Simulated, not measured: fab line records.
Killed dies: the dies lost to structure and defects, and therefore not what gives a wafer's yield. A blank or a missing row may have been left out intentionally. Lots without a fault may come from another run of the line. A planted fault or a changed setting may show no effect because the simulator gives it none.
fab line records | flow sky130
record: lots: 15 wafers: 43 lastDay: 50
route steps=708 shown LDD_P@261
lots untouched by any fault: they come from a run of this same line in which no faults occurred
startH: hours from the record's opening day to when the first of the lot's shown wafers began | waitH: time in hours since the lot's previous step | " the same as in the row above | L1.1+2: a row that stands for several wafers | - no value, or no start was given | * or withheld: withheld | < > ~ a bound
route shown NAME@n: NAME is a module with steps in the file, n the number in the route of the first one | usual: mean/standard deviation of fault-free wafers | same: alike in all rows | chamber/n: place in a boat | sites: readings site by site | _std_site: their standard deviation | _edge_site: mean of outer sites minus mean of inner sites | radiusMm: how far each site lies from the wafer's centre | mask NAME#n: copy n | behind: tool/chamber where the wafer was last shaped | hold: what put the lot on hold/how long, in hours/how the hold closed | device: names the non-switching transistor (n, p or np) | end of line: tests run on the same wafers once the route is complete | for a step that has no rows: nothing shown but its recipe | killed: count of dies lost to structure and defects at first sort (not the wafer's yield) | map: the dies of a wafer, with x for killed, . for not killed, _ for no die there
set.NAME: the setting that was run; set.NAME@STEP: the one run at that earlier step | model.NAME: the simulator's own value behind a step, which no gauge read
route steps across a sampled set of lots; one table per step, one row per wafer
services: from which hour (startH, from the record's first day; less than 0 if before it) a tool's chamber was out of use, for how many hours, and why
== steps ==
step: SKY_LDD_P_DEVELOP_06
recipe: resist: NOVOLAK developer: TMAH developTimeS: 60 devTempC: 23
usual: exhaustPa: 45.0/0.82
columns lot.wafer tool chamber startH waitH exhaustPa
L591.1 lithoTrack-03 0 425.65 0.1 45.0
L591.5 " 0 " " 44.9
L591.6 " 0 " " 44.4
L592.2 lithoTrack-03 0 430.52 0.1 45.9
L592.4 " 0 " " 46.0
L592.6 " 0 " " 45.8
L593.1 lithoTrack-03 0 441.10 0.1 44.8
L593.4 " 0 " " 44.9
L593.6 " 0 " " 45.9
L594.2 lithoTrack-03 0 460.42 0.1 44.6
L594.5 " 0 " " 45.6
L594.6 " 0 " " 44.7
L595.1 lithoTrack-02 0 466.76 0.1 46.0
L595.2 " 0 " " 45.9
L595.6 " 0 " " 44.7
L596.1 lithoTrack-03 0 472.05 0.1 45.9
L596.5 " 0 " " 45.1
L596.6 " 0 " " 45.0
L597.3 lithoTrack-03 0 486.65 0.1 43.5
L597.4 " 0 " " 44.8
L597.5 " 0 " " 44.2
L600.2 lithoTrack-03 0 511.07 0.1 46.0
L600.5 " 0 " " 45.4
L600.6 " 0 " " 44.6
L601.3 lithoTrack-03 0 523.65 0.1 44.1
L601.6 " 0 " " 44.3
L602.4 lithoTrack-03 0 530.52 0.1 44.5
L602.6 " 0 " " 44.5
L610.2 lithoTrack-04 0 603.12 0.1 44.3
L610.3 " 0 " " 45.6
L610.6 " 0 " " 44.4
L611.2 lithoTrack-04 0 609.77 0.1 44.9
L611.3 " 0 " " 43.6
L611.5 " 0 " " 45.1
L612.1 lithoTrack-03 0 619.40 0.1 45.8
L612.3 " 0 " " 45.7
L612.5 " 0 " " 43.8
L613.2 lithoTrack-04 0 629.82 0.1 45.3
L613.3 " 0 " " 44.7
L613.5 " 0 " " 45.3
L614.2 lithoTrack-03 0 634.97 0.1 45.8
L614.4 " 0 " " 45.3
L614.5 " 0 " " 45.0
step: SKY_LDD_P_CD_MEAS_07
recipe: targetCdNm: 380
usual: cdNm: 380.5/2.7
columns lot.wafer tool chamber startH waitH cdNm
L591.1 cdSem-01 - 425.80 0.1 379.6
L591.5 " - " " 379.3
L591.6 " - " " 380.4
L592.2 cdSem-02 - 430.67 0.1 380.3
L592.4 " - " " 382.6
L592.6 " - " " 381.7
L593.1 cdSem-02 - 441.25 0.1 380.2
L593.4 " - " " 375.9
L593.6 " - " " 378.5
L594.2 cdSem-02 - 460.64 0.2 379.8
L594.5 " - " " 379.9
L594.6 " - " " 379.9
L595.1 cdSem-02 - 466.91 0.1 375.7
L595.2 " - " " 378.9
L595.6 " - " " 378.0
L596.1 cdSem-02 - 472.20 0.1 376.0
L596.5 " - " " 374.6
L596.6 " - " " 375.6
L597.3 cdSem-02 - 486.79 0.1 376.5
L597.4 " - " " 376.6
L597.5 " - " " 377.7
L600.2 cdSem-01 - 511.22 0.1 380.3
L600.5 " - " " 383.1
L600.6 " - " " 357.7
L601.3 cdSem-02 - 523.79 0.1 358.8
L601.6 " - " " 361.0
L602.4 cdSem-02 - 530.66 0.1 377.1
L602.6 " - " " 348.1
L610.2 cdSem-01 - 603.27 0.1 381.4
L610.3 " - " " 378.1
L610.6 " - " " 382.9
L611.2 cdSem-02 - 609.92 0.1 379.2
L611.3 " - " " 378.4
L611.5 " - " " 380.2
L612.1 cdSem-01 - 619.55 0.1 382.2
L612.3 " - " " 384.3
L612.5 " - " " 381.6
L613.2 cdSem-02 - 629.97 0.1 384.6
L613.3 " - " " 386.2
L613.5 " - " " 384.2
L614.2 cdSem-02 - 635.12 0.1 382.4
L614.4 " - " " 380.8
L614.5 " - " " 381.8
== services ==
columns tool chamber startH hours kind
lithoTrack-03 - 590.75 - consumableReplace:filter
== key ==
firstSign: step: SKY_LDD_P_CD_MEAS_07 reading: cdNm direction: down sigmas: 9.1 usual: 380.5 struck: 356.4
effect none on later readings
metAt SKY_LDD_P_DEVELOP_06
struckLots L600,L601,L602
struckWafers L600.6,L601.3,L601.6,L602.6
testerLeftOut L600,L601,L602
onsetBetween 486.65 511.07
fault: kind: processParameterDrift tool: lithoTrack-03 chamber: - onsetH: 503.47 steps: SKY_LDD_P_DEVELOP_06 channel: developTimeS offset: * shape: step endH: 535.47 scope: struckWafersOnly actsIn: * stated: *
testerLeftOut: of these lots the tester's yield and bins aren't shown, on N5 and GAA mostly nor the transistor test; their killed dies are dies lost to structure and defects alone, not to doping, threshold or leakage, so they don't give the yield
